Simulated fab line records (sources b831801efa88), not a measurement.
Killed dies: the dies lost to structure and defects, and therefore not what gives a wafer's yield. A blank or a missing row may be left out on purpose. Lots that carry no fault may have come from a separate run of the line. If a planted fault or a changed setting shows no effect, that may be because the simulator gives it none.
A struck lot beside a sound one + flow sfq_line + 13 out of 325 route steps
Sound: these wafers, L462.1, L462.5, L462.6. Struck: wafers L471.3, L471.5. (L471.4 of the same lot was not struck and is left out.) The cause comes at the end.
Each step with rows lists, per side, the tool, then ch with its chambers, then its first start. Under that, the readings that differ: sound wafers + struck wafers + difference of the means + sigmas: that difference in standard deviations of wafers without a fault.
alike: words and numbers the same on both sides, and readings whose means are apart by under 2 such deviations; not compared: readings that were withheld, readings missing a value for some wafer, numbers with overlapping values and no deviation given by the record, and bounds like >300 which may hide the same value.
The two part at a step that has a row with sigmas, a row that says differs or no value, or rows on one side only. Numbers that have no deviation but don't overlap get no sigmas and don't part them. A reading that every wafer of one side lacks parts them only if that side has two wafers or more.

first, 6 steps without rows for these wafers: SFQ_TRILAYER_M1_LITHO_COAT_044 (resist thk 62 nm); SFQ_TRILAYER_M1_LITHO_COAT_039 (resist thk 600 nm); SFQ_TRILAYER_M1_LITHO_SOFTBAKE_043; SFQ_TRILAYER_M1_LITHO_EXPOSE_040 (exposes mask M1, target cd 500 nm); SFQ_TRILAYER_M1_LITHO_PEB_042 (peb time 60 s); SFQ_TRILAYER_M1_LITHO_DEVELOP_041 (time 60 s).
SFQ_M1_OVL_MEAS_911:
  sound on overlay-02 at day 27 01:10; struck on overlay-01 at day 29 23:16
  alike: M1_OVL
SFQ_TRILAYER_M1_BARC_OPEN_METAL_ETCH_054: etches BARC in O2, target depth 125 nm, time 41.7 s.
  sound on rie_metal-02 ch 0,1, day 27 01:13; struck on rie_metal-02 ch 0,1, day 29 23:19
  alike: chamber_pressure_mTorr, drypump_motor_current_A, oes_product_au
  not compared: rf_hours_counter_h
SFQ_TRILAYER_M1_ETCH_METAL_ETCH_042: etches Nb in Cl2/Ar, stops on SiO2, target depth 240 nm, time 120 s.
  sound on rie_metal-02 ch 0,1, day 27 01:16; struck on rie_metal-02 ch 0,1, day 29 23:23
  alike: chamber_pressure_mTorr, drypump_motor_current_A, oes_product_au
  not compared: rf_hours_counter_h
SFQ_TRILAYER_M1_STRIP_STRIP_043: strips in O2.
  sound on rie_metal-02 ch 0,1, day 27 01:23; struck on rie_metal-02 ch 0,1, day 29 23:40
| reading               | sound             | struck      | difference | sigmas |
|-----------------------|-------------------|-------------|------------|--------|
| oes_product_au (a.u.) | 0.980 0.972 0.991 | 1.004 1.000 | +0.021     | +2     |
  alike: chamber_pressure_mTorr, drypump_motor_current_A
  not compared: rf_hours_counter_h
then, 1 step without rows for these wafers: SFQ_TRILAYER_M1_STRIP_SOLV_CLEAN_044 (cleans in NMP, time 600 s).
SFQ_TRILAYER_I1_DEP_PECVD_045: deposits SiO2 from SiH4/N2O, time 111.11 s, target thk 500 nm.
  sound on pecvd-03 ch 0,1,2, day 27 02:10; struck on pecvd-03 ch 2, day 30 00:15
| reading                                             | sound             | struck      | difference | sigmas |
|-----------------------------------------------------|-------------------|-------------|------------|--------|
| rf_fwd_power_W (W)                                  | 181.6 182.4 182.3 | 212.8 211.7 | +30.2      | +44    |
| showerhead_vpp_V (V)                                | 759 828 798       | 891 887     | +94        | +2     |
| model.SiO2_of_TRILAYER_I1_DEP_PECVD_045.thk_nm (nm) | 492.9 503.6 498.8 | 518.2 528.1 | +24.7      |        |
  alike: chamber_pressure_Torr, heater_power_outer_w, heater_power_w, throttle_valve_pct
SFQ_TRILAYER_I1_CMP_CMP_046: polishes SiO2.
  sound on cmp-01 ch 1,2, day 27 03:56; struck on cmp-02 ch 0,1, day 30 01:20
| reading                | sound       | struck  | difference | sigmas |
|------------------------|-------------|---------|------------|--------|
| time_to_endpoint_s (s) | 205 206 205 | 244 227 | +30        | +4     |
  alike: edge_zone_pressure_frac, motor_current_A, platen_rpm

== WHERE THEY PART ==
Earliest at SFQ_TRILAYER_M1_STRIP_STRIP_043; latest, in this record, at SFQ_TRILAYER_I1_CMP_CMP_046.

WHY: the cause the simulator had injected
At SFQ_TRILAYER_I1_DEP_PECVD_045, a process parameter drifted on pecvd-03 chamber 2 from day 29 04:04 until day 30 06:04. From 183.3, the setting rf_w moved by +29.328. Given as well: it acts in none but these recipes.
